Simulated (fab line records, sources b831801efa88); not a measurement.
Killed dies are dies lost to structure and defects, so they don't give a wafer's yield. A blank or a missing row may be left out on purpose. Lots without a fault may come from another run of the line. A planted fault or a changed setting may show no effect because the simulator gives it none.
A struck lot beside a sound one | flow sky130 | 16 steps out of a route of 708
Sound: wafers L374.2, L374.4, L374.6. Struck: wafers L382.1, L382.6. The cause comes at the end.
At each step with rows: each side's tool, then ch and its chambers, then its first start. Under that, the readings that differ: sound wafers | struck wafers | difference of the means | sigmas: that difference in standard deviations of wafers without a fault.
alike: readings whose means differ by less than 2 such deviations, and words and numbers that are the same on both sides. not compared: withheld readings, readings that some wafer has no value for, bounds like >300 that may hide the same value, and numbers for which the record gives no deviation and whose values overlap.
The two part at a step that has a row with sigmas, a row that says differs or no value, or rows on one side only. Numbers that don't overlap but have no deviation are shown without sigmas and don't part them. A reading that every wafer of one side lacks parts them only if that side has two wafers or more.

first, 3 steps without rows for these wafers: SKY_METAL1_EXPOSE_12 (exposes mask MM1, target cd 140 nm); SKY_METAL1_PEB_13; SKY_METAL1_DEVELOP_14 (develop time 60 s).
SKY_METAL1_CD_MEAS_15: target cd 140 nm.
  sound on cd_sem-01, day 34 01:19; struck on cd_sem-01, day 36 16:12
  alike: cd_nm
SKY_METAL1_OVL_MEAS_16:
  sound on overlay-02, day 34 01:25; struck on overlay-01, day 36 16:19
  reading         | sound      | struck | difference | sigmas
  METAL1_OVL (nm) | -10 -5 -10 | 12 2   | +15        | +3
SKY_METAL1_DESCUM_17: chemistry O2, time 8 s.
  sound on rie_metal-01 ch 0,1, day 34 01:26; struck on rie_metal-02 ch 0,1, day 36 16:22
  alike: drypump_motor_current_A, he_backside_leak_sccm, oes_product_au, temp_c
  not compared: rf_hours_counter_h
SKY_METAL1_ETCH_18: etches BARC in N2/H2, stops on SiO2, time 45.9 s, target depth 60 nm.
  sound on rie_metal-01 ch 0,1, day 34 01:28; struck on rie_metal-02 ch 0,1, day 36 16:23
  alike: bias_w, drypump_motor_current_A, he_backside_leak_sccm, oes_product_au, throttle_valve_pct
  not compared: rf_hours_counter_h
SKY_METAL1_METAL_ETCH_19: etches the open film in Cl2/BCl3, stops on SiO2, target depth 360 nm, time 78 s.
  sound on rie_metal-01 ch 0,1, day 34 01:32; struck on rie_metal-02 ch 0,1, day 36 16:27
  alike: bias_w, drypump_motor_current_A, he_backside_leak_sccm, oes_product_au, throttle_valve_pct
  not compared: rf_hours_counter_h
SKY_METAL1_STRIP_20: strips in O2/N2.
  sound on plasma_asher-02 ch 0, day 34 01:38; struck on plasma_asher-03 ch 0, day 36 16:32
  alike: drypump_motor_current_A, oes_product_au, strip_time_to_endpoint_s
  not compared: rf_hours_counter_h
then, 3 steps without rows for these wafers: SKY_METAL1_STRIP_21 (strips in post etch residue remover, time 1200 s); SKY_METAL1_CLEAN_22 (cleans in IPA, time 180 s); SKY_METAL1_CLEAN_23 (cleans in O3/DIW).
SKY_VIA1_HDPCVD_00: deposits SiO2, target thk 1030 nm, time 171.7 s.
  sound on hdpcvd-02 ch 0,2, day 34 02:13; struck on hdpcvd-01 ch 0,2, day 36 17:08
  reading                                  | sound             | struck      | difference | sigmas
  run_length_s (s)                         | 199.8 199.6 199.5 | 155.5 155.0 | -44.4      | -91
  model.SiO2_of_VIA1_HDPCVD_00.thk_nm (nm) | 1023 1034 1032    | 749.5 745.8 | -282.0     |
SKY_VIA1_THK_MEAS_01:
  sound on film_metro-02, day 34 02:24; struck on film_metro-02, day 36 17:15
  reading              | sound          | struck  | difference | sigmas
  VIA1_HDPCVD_THK (nm) | 1023 1034 1032 | 750 746 | -282       | -22
SKY_VIA1_CMP_02: polishes SiO2.
  sound on cmp-01 ch 1,2, day 34 02:30; struck on cmp-01 ch 2,3, day 36 17:19
  alike: motor_current_A, slurry_flow_ml_min
then, 1 step without rows for these wafers: SKY_PAD_OPEN_PROBE_99.

WHERE THEY PART
First at SKY_METAL1_OVL_MEAS_16; last, within this record, at SKY_VIA1_THK_MEAS_01. Later steps at which nothing parts them and some readings are alike: SKY_VIA1_CMP_02.

WHY: what the simulator had put in
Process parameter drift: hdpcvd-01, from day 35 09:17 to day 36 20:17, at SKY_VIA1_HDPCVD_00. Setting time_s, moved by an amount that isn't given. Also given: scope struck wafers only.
